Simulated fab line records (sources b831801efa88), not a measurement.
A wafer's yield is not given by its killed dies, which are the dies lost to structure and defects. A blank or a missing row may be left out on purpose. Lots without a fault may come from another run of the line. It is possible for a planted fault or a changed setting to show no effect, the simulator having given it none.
Chamber matching -- flow sky130 -- SKY_CONTACT_ETCH_16 on rie_diel-01: 4 sister chambers
The step etches BARC in N2/H2, stops on SiO2, time 45.9 s, target depth 60 nm. 18 wafers are shown with their chamber, then 9 later ones without.

## WAFERS, EACH WITH ITS CHAMBER
wafer,chamber,drypump_motor_current_A (A),throttle_valve_pct (%),oes_product_au (a.u.)
L075.3,0,5.60,13.212,0.862
L075.4,2,5.55,13.220,0.862
L075.5,3,5.56,13.228,0.852
L076.1,3,5.55,13.221,0.843
L076.2,1,5.63,13.214,0.856
L076.6,0,5.59,13.229,0.851
L082.3,0,5.61,13.216,0.850
L082.5,2,5.50,13.227,0.844
L082.6,1,5.65,13.215,0.846
L083.2,0,5.60,13.233,0.844
L083.3,1,5.65,13.227,0.859
L083.4,3,5.58,13.230,0.856
L088.3,0,5.61,13.219,0.858
L088.5,1,5.64,13.209,0.854
L088.6,2,5.54,13.208,0.858
L089.4,3,5.57,13.230,0.857
L089.5,0,5.60,13.227,0.857
L089.6,3,5.55,13.239,0.850

SIGNATURES (averages over the wafers above)
reading,chamber 0,chamber 1,chamber 2,chamber 3,scatter within a chamber
drypump_motor_current_A,5.6017,5.6425,5.5300,5.5620,0.0137
throttle_valve_pct,13.22267,13.21625,13.21833,13.22960,0.00785
oes_product_au,0.85367,0.85375,0.85467,0.85160,0.0066
Rule: a wafer lies at a distance from a chamber equal to the root of the sum of squares, over the readings, of (its reading less the chamber's mean, divided by the reading's scatter). The wafer belongs to the nearest chamber; if the next one is less than 2 further off, it can't be placed. The scatter: take each reading less its chamber's mean, square it, sum over the shown wafers, divide by the number of wafers less the number of chambers, and take the root.

## WAFERS WHOSE CHAMBER IS MISSING
wafer,drypump_motor_current_A (A),throttle_valve_pct (%),oes_product_au (a.u.)
L090.2,5.52,13.225,0.855
L090.3,5.66,13.225,0.855
L090.5,5.56,13.230,0.855
L091.4,5.61,13.215,0.852
L091.5,5.57,13.221,0.856
L091.6,5.65,13.238,0.850
L095.1,5.65,13.230,0.854
L095.2,5.56,13.217,0.867
L095.5,5.56,13.223,0.857

## CHAMBER TAKEN BY EACH
wafer,from the rows above,in truth
L090.2,2,2
L090.3,1,1
L090.5,3,3
L091.4,can't be placed: 0 or 1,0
L091.5,can't be placed: 3 or 0 or 2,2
L091.6,can't be placed: 1 or 0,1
L095.1,can't be placed: 1 or 0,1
L095.2,can't be placed: 3 or 2 or 0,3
L095.5,can't be placed: 3 or 2 or 0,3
Placed correctly: 3 of 9. Can't be placed from these rows: 6 (the true chamber is among the candidates in 6). 0 placed wrongly.
